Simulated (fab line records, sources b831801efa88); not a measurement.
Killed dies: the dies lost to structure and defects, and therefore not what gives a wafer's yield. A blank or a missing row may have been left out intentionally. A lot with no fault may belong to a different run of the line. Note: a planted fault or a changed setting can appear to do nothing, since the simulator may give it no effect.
fab line records | flow sky130
[record] lots = 14 | wafers = 41 | last-day = 50
route steps=708 shown PWDE@84 LI_CONTACT@364 CONTACT@433 METAL1@450 PAD_OPEN@708
lots that met no fault: from a run of the same line without faults
start-h: hours from the record's first day to the start of the lot's first wafer shown | wait-h: hours since the lot's step before | " the same as in the row above | L1.1+2: a single row standing in for several wafers | - no value, or no start was given | * or withheld: withheld | < > ~ a bound
route shown NAME@n: names a module that has steps shown in the file, with the first one's number in the route | usual: mean/standard deviation taken from wafers without a fault | same: alike in all rows | chamber/n: place in a boat | sites: readings site by site | _std_site: their standard deviation | _edge_site: mean of outer sites minus mean of inner sites | radius-mm: for every site, how far away it sits from the centre of the wafer | mask NAME#n: copy n | behind: the most recent tool/chamber to have shaped the wafer | hold: what put the lot on hold/how long, in hours/how the hold closed | device: which transistor (n, p or np) failed to switch | end of line: tests of these same wafers at the route's end | a step given without rows: its recipe and nothing more | killed: dies lost to structure and defects at the first sort, not the wafer's yield | map: a wafer's dies, x killed, . not, _ none there
set.NAME: the setting the step ran with; set.NAME@STEP: the setting that earlier step ran with | model.NAME: the simulator's own value behind a step, which no gauge read
a sample of lots followed through the steps of the route, with each step as a table and each wafer as a row
services: a tool's chamber out of use, with start hour (start-h, from the record's first day; less than 0 if before it), hours out, and reason
[[steps]]
[step SKY_NWELL_RS_MEAS_31]
[recipe] thk-meas-gauge = four-point-probe
[usual] PWDE_RS = 5278/20
lot.wafer | tool          | chamber | start-h | wait-h | PWDE_RS[ohm/sq]
L264.1    | film-metro-01 | -       | 101.31  | 0.1    | 5297
L264.4    | "             | -       | "       | "      | 5289
L264.6    | "             | -       | "       | "      | 5282
L265.2    | film-metro-01 | -       | 113.48  | 0.1    | 5277
L265.3    | "             | -       | "       | "      | 5259
L265.6    | "             | -       | "       | "      | 5274
L266.1    | film-metro-03 | -       | 118.51  | 0.1    | 5282
L266.3    | "             | -       | "       | "      | 5274
L266.6    | "             | -       | "       | "      | 5266
L267.1    | film-metro-01 | -       | 125.16  | 0.1    | 5259
L267.3    | "             | -       | "       | "      | 5287
L267.6    | "             | -       | "       | "      | 5273
L269.1    | film-metro-03 | -       | 136.16  | 0.1    | 5281
L269.3    | "             | -       | "       | "      | 5268
L269.4    | "             | -       | "       | "      | 5290
L270.2    | film-metro-01 | -       | 143.61  | 0.1    | 5287
L270.3    | "             | -       | "       | "      | 5294
L270.4    | "             | -       | "       | "      | 5278
L271.4    | film-metro-03 | -       | 144.30  | 0.1    | 5296
L271.5    | "             | -       | "       | "      | 5287
L271.6    | "             | -       | "       | "      | 5287
L272.1    | film-metro-03 | -       | 152.06  | 0.1    | 5290
L272.2    | "             | -       | "       | "      | 5287
L272.4    | "             | -       | "       | "      | 5300
L278.1    | film-metro-03 | -       | 192.11  | 0.1    | 5286
L278.3    | "             | -       | "       | "      | 5268
L280.1    | film-metro-03 | -       | 206.51  | 0.1    | 5257
L280.3    | "             | -       | "       | "      | 5272
L280.5    | "             | -       | "       | "      | 5268
L281.2    | film-metro-02 | -       | 210.03  | 0.1    | 5301
L281.3    | "             | -       | "       | "      | 5315
L281.4    | "             | -       | "       | "      | 5322
L285.3    | film-metro-01 | -       | 229.88  | 0.1    | 5275
L285.5    | "             | -       | "       | "      | 5261
L285.6    | "             | -       | "       | "      | 5268
L286.2    | film-metro-02 | -       | 237.58  | 0.1    | 5304
L286.4    | "             | -       | "       | "      | 5305
L286.6    | "             | -       | "       | "      | 5291
L287.1    | film-metro-01 | -       | 242.96  | 0.1    | 5283
L287.3    | "             | -       | "       | "      | 5286
L287.6    | "             | -       | "       | "      | 5290
[step SKY_LI_CONTACT_CMP_02]
[recipe] material = PSG | down-force-psi = 4 | platen-rpm = 60 | pad-velocity-m-s = 0.94248
[usual] motor-current-A = 12.1/0.91 | time-to-endpoint-s = 32.2/2.6
lot.wafer | tool   | chamber | start-h | wait-h | motor-current-A | time-to-endpoint-s
L264.4    | cmp-02 | 2       | 636.91  | 0.1    | 10.9            | 30.8
L264.1    | "      | 0       | "       | "      | 13.4            | 33.2
L264.6    | "      | 1       | "       | "      | 12.7            | 32.7
L265.2    | cmp-02 | 2       | 653.77  | 0.0    | 11.5            | 31.5
L265.3    | "      | 1       | "       | "      | 13.5            | 35.2
L265.6    | "      | 2       | "       | "      | 11.4            | 32.2
L266.1    | cmp-02 | 3       | 666.55  | 0.1    | 12.8            | 34.5
L266.3    | "      | 0       | "       | "      | 13.0            | 35.7
L266.6    | "      | 2       | "       | "      | 10.8            | 32.0
L267.1    | cmp-01 | 1       | 674.16  | 0.1    | 13.1            | 27.3
L267.3    | "      | 2       | "       | "      | 10.8            | 32.9
L267.6    | "      | 1       | "       | "      | 12.6            | 31.3
L269.4    | cmp-01 | 2       | 692.22  | 0.1    | 10.3            | 31.8
L269.1    | "      | 3       | "       | "      | 11.4            | 28.9
L269.3    | "      | 0       | "       | "      | 11.3            | 32.9
L270.4    | cmp-02 | 3       | 700.30  | 0.0    | 12.1            | 31.2
L270.3    | "      | 0       | "       | "      | 13.0            | 36.3
L270.2    | "      | 1       | "       | "      | 12.1            | 29.8
L272.4    | cmp-02 | 3       | 716.08  | 0.0    | 12.1            | 33.4
L272.1    | "      | 0       | "       | "      | 13.9            | 31.9
L272.2    | "      | 1       | "       | "      | 13.2            | 32.8
L271.4    | cmp-02 | 1       | 717.64  | 0.0    | 14.1            | 30.4
L271.6    | "      | 1       | "       | "      | 13.5            | 33.3
L271.5    | "      | 2       | "       | "      | 11.2            | 29.2
L278.1    | cmp-02 | 1       | 765.59  | 0.1    | 12.2            | 20.5
L278.3    | "      | 2       | "       | "      | 11.5            | 17.7
L280.3    | cmp-02 | 0       | 785.18  | 0.0    | 13.0            | 20.4
L280.1    | "      | 3       | "       | "      | 11.7            | 16.1
L280.5    | "      | 0       | "       | "      | 12.5            | 16.4
L281.4    | cmp-01 | 0       | 786.72  | 0.0    | 12.1            | 27.9
L281.2    | "      | 1       | "       | "      | 13.3            | 25.8
L281.3    | "      | 2       | "       | "      | 11.1            | 32.1
L285.3    | cmp-01 | 3       | 809.30  | 0.1    | 12.0            | 31.6
L285.6    | "      | 2       | "       | "      | 10.8            | 33.9
L285.5    | "      | 3       | "       | "      | 11.5            | 28.4
L286.4    | cmp-01 | 1       | 818.82  | 0.0    | 13.3            | 29.5
L286.2    | "      | 0       | "       | "      | 11.7            | 30.0
L286.6    | "      | 1       | "       | "      | 12.9            | 28.4
L287.3    | cmp-01 | 2       | 825.94  | 0.1    | 10.2            | 32.4
L287.1    | "      | 0       | "       | "      | 11.6            | 33.4
L287.6    | "      | 1       | "       | "      | 13.0            | 33.4
[step SKY_CONTACT_CMP_27]
[recipe] stop-on = SiO2 | t-overpolish-s = 15 | down-force-psi = 3.5 | platen-rpm = 60 | target-thk-nm = 0 | pad-velocity-m-s = 0.94248
[usual] motor-current-A = 11.0/0.79 | overpolish-run-s = 14.999/0.0086 | time-to-endpoint-s = 81/3.7
lot.wafer | tool   | chamber | start-h | wait-h | motor-current-A | overpolish-run-s | time-to-endpoint-s
L264.1    | cmp-02 | 3       | 726.19  | 0.1    | 9.9             | 15.001           | 80
L264.4    | "      | 0       | "       | "      | 11.7            | 14.994           | 83
L264.6    | "      | 3       | "       | "      | 11.3            | 14.999           | 79
L265.2    | cmp-02 | 0       | 743.78  | 0.1    | 11.8            | 15.009           | 83
L265.3    | "      | 2       | "       | "      | 10.6            | 14.987           | 75
L265.6    | "      | 3       | "       | "      | 11.1            | 15.007           | 75
L266.1    | cmp-01 | 3       | 754.12  | 0.1    | 11.3            | 15.006           | 78
L266.3    | "      | 1       | "       | "      | 11.6            | 14.999           | 82
L266.6    | "      | 0       | "       | "      | 10.6            | 15.000           | 80
L267.3    | cmp-01 | 2       | 761.70  | 0.0    | 9.6             | 14.995           | 79
L267.1    | "      | 3       | "       | "      | 11.2            | 15.004           | 77
L267.6    | "      | 2       | "       | "      | 9.4             | 14.982           | 83
L269.4    | cmp-02 | 0       | 779.47  | 0.1    | 12.1            | 14.985           | 83
L269.1    | "      | 1       | "       | "      | 12.2            | 15.003           | 79
L269.3    | "      | 2       | "       | "      | 10.8            | 15.000           | 75
L270.4    | cmp-02 | 0       | 786.76  | 0.0    | 11.6            | 15.001           | 85
L270.2    | "      | 1       | "       | "      | 11.7            | 15.000           | 85
L270.3    | "      | 2       | "       | "      | 10.3            | 14.999           | 84
L272.4    | cmp-01 | 3       | 801.92  | 0.0    | 11.3            | 15.001           | 80
L272.1    | "      | 0       | "       | "      | 10.8            | 14.998           | 78
L272.2    | "      | 2       | "       | "      | 9.9             | 14.997           | 83
L271.4    | cmp-02 | 3       | 802.55  | 0.0    | 11.0            | 14.994           | 82
L271.6    | "      | 3       | "       | "      | 10.5            | 15.004           | 84
L271.5    | "      | 0       | "       | "      | 12.3            | 15.003           | 87
L278.1    | cmp-01 | 2       | 849.60  | 0.1    | 9.9             | 15.001           | 78
L278.3    | "      | 3       | "       | "      | 10.6            | 14.999           | 78
L280.3    | cmp-01 | 3       | 868.41  | 0.1    | 11.2            | 14.993           | 81
L280.1    | "      | 0       | "       | "      | 10.8            | 14.994           | 81
L280.5    | "      | 1       | "       | "      | 11.8            | 14.996           | 78
L281.3    | cmp-01 | 3       | 869.72  | 0.0    | 10.3            | 15.000           | 81
L281.4    | "      | 0       | "       | "      | 10.6            | 14.990           | 78
L281.2    | "      | 2       | "       | "      | 9.4             | 14.995           | 78
L285.3    | cmp-01 | 3       | 892.02  | 0.1    | 11.0            | 14.999           | 78
L285.6    | "      | 2       | "       | "      | 10.2            | 14.985           | 80
L285.5    | "      | 3       | "       | "      | 10.8            | 14.999           | 81
L286.4    | cmp-02 | 3       | 901.25  | 0.0    | 10.8            | 15.011           | 82
L286.2    | "      | 0       | "       | "      | 11.6            | 15.007           | 84
L286.6    | "      | 0       | "       | "      | 11.7            | 15.025           | 83
L287.3    | cmp-01 | 1       | 908.18  | 0.0    | 11.9            | 15.003           | 85
L287.1    | "      | 0       | "       | "      | 11.4            | 15.012           | 85
L287.6    | "      | 2       | "       | "      | 9.6             | 14.992           | 81
[step SKY_METAL1_OVL_MEAS_16]
[usual] METAL1_OVL = 1/4.5
lot.wafer | tool       | chamber | start-h | wait-h | METAL1_OVL[nm]
L264.1    | overlay-01 | -       | 754.49  | 0.1    | 5
L264.4    | "          | -       | "       | "      | 3
L264.6    | "          | -       | "       | "      | 7
L265.2    | overlay-02 | -       | 771.60  | 0.1    | 1
L265.3    | "          | -       | "       | "      | 8
L265.6    | "          | -       | "       | "      | -3
L266.1    | overlay-02 | -       | 781.92  | 0.1    | 1
L266.3    | "          | -       | "       | "      | 4
L266.6    | "          | -       | "       | "      | -4
L267.1    | overlay-01 | -       | 788.97  | 0.1    | -1
L267.3    | "          | -       | "       | "      | 9
L267.6    | "          | -       | "       | "      | 5
L269.1    | overlay-01 | -       | 806.44  | 0.1    | 0
L269.3    | "          | -       | "       | "      | 0
L269.4    | "          | -       | "       | "      | 6
L270.2    | overlay-01 | -       | 813.86  | 0.1    | -1
L270.3    | "          | -       | "       | "      | -6
L270.4    | "          | -       | "       | "      | 1
L272.1    | overlay-02 | -       | 829.19  | 0.1    | 6
L272.2    | "          | -       | "       | "      | 5
L272.4    | "          | -       | "       | "      | 6
L271.4    | overlay-01 | -       | 829.44  | 0.1    | 2
L271.5    | "          | -       | "       | "      | 3
L271.6    | "          | -       | "       | "      | -8
L278.1    | overlay-02 | -       | 876.06  | 0.1    | -7
L278.3    | "          | -       | "       | "      | -5
L280.1    | overlay-01 | -       | 894.31  | 0.1    | 1
L280.3    | "          | -       | "       | "      | 0
L280.5    | "          | -       | "       | "      | 0
L281.2    | overlay-01 | -       | 895.78  | 0.1    | 11
L281.3    | "          | -       | "       | "      | -2
L281.4    | "          | -       | "       | "      | 2
L285.3    | overlay-01 | -       | 918.27  | 0.1    | -3
L285.5    | "          | -       | "       | "      | 1
L285.6    | "          | -       | "       | "      | -3
L286.2    | overlay-01 | -       | 926.68  | 0.1    | 3
L286.4    | "          | -       | "       | "      | 2
L286.6    | "          | -       | "       | "      | -2
L287.1    | overlay-01 | -       | 933.37  | 0.1    | 2
L287.3    | "          | -       | "       | "      | -2
L287.6    | "          | -       | "       | "      | -3
[step SKY_PAD_OPEN_PROBE_99]
[usual] killed_at_M0_to_M3 = 45/7.1 | killed_at_M4_up = 3.0/1.8 | killed-at-contacts = 24/5.4 | killed-at-front-end = 16/4.9 | killed-at-other = 0.3/0.63 | killed-dies = 88/11 | killed-open = 47/7.4 | killed-short = 40/7
[same] gross-dies = 492 | killed-at-back-side = 0
lot.wafer | tool      | chamber | start-h | wait-h | killed_at_M0_to_M3 | killed_at_M4_up | killed-at-contacts | killed-at-front-end | killed-at-other | killed-dies | killed-open | killed-short
L271.4    | prober-01 | -       | 1126.77 | 0.2    | 56                 | 2               | 14                 | 10                  | 0               | 82          | 53          | 29
L271.5    | prober-01 | -       | 1126.82 | 0.2    | 38                 | 5               | 22                 | 17                  | 0               | 82          | 51          | 31
L271.6    | prober-01 | -       | 1126.87 | 0.2    | 36                 | 3               | 26                 | 24                  | 0               | 89          | 49          | 40
// killed by level:class
L271.4 VIA1:geometric-particle:open=13 VIA3:geometric-particle:open=12 VIA2:geometric-particle:open=8 METAL2:geometric-particle:short=7 CONTACT:geometric-particle:open=6 VIA1:geometric-particle:short=6 LI_CONTACT:geometric-particle:open=4 POLY_GATE:geometric-particle:short=3
L271.5 VIA1:geometric-particle:open=12 LI_CONTACT:geometric-particle:open=9 FIELD_ISO:geometric-particle:short=8 CONTACT:geometric-particle:open=7 FIELD_ISO:geometric-particle:open=5 VIA3:geometric-particle:open=5 METAL1:geometric-particle:short=4 METAL2:geometric-particle:short=4
L271.6 VIA3:geometric-particle:open=9 POLY_GATE:geometric-particle:short=8 CONTACT:geometric-particle:open=8 LI_CONTACT:geometric-particle:short=6 LI_CONTACT:geometric-particle:open=6 FIELD_ISO:geometric-particle:short=5 LOCAL_INTERCONNECT:geometric-particle:short=5 FIELD_ISO:geometric-particle:open=4
[[services]]
tool   | chamber | start-h | hours | kind
cmp-01 | -       | 696.18  | 4.2   | pm
cmp-01 | -       | 708.17  | 10.3  | repair
cmp-01 | -       | 736.27  | 1.6   | repair
cmp-01 | -       | 738.17  | 0.7   | repair
cmp-01 | -       | 744.00  | 4.0   | pm
cmp-01 | -       | 748.00  | -     | consumable-replace:conditioner
cmp-01 | -       | 748.00  | -     | consumable-replace:pad
cmp-02 | -       | 754.07  | 1.5   | repair
cmp-02 | -       | 774.28  | 4.3   | pm
cmp-02 | -       | 788.82  | 0.9   | repair
cmp-02 | -       | 824.78  | 1.7   | repair
cmp-02 | -       | 845.78  | 6.2   | repair
cmp-02 | -       | 861.20  | 2.7   | pm
[[key]]
[first-sign] step = SKY_LI_CONTACT_CMP_02 | reading = time-to-endpoint-s | direction = down | sigmas = 5.3 | usual = * | struck = *
effect none on later readings
met-at SKY_LI_CONTACT_CMP_02
struck-lots L278,L280
tester-left-out L278,L280
not-acting-at SKY_NWELL_RS_MEAS_31,SKY_CONTACT_CMP_27,SKY_METAL1_OVL_MEAS_16
onset-between 717.64 765.59
[fault] kind = process-parameter-drift | tool = cmp-02 | chamber = - | onset-h = 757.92 | steps = SKY_LI_CONTACT_CMP_02 | channel = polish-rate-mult | offset = 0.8 | shape = step | end-h = 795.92
// tester-left-out: of these lots the tester's yield and bins aren't shown, on N5 and GAA mostly nor the transistor test; their killed dies are dies lost to structure and defects alone, not to doping, threshold or leakage, so they don't give the yield
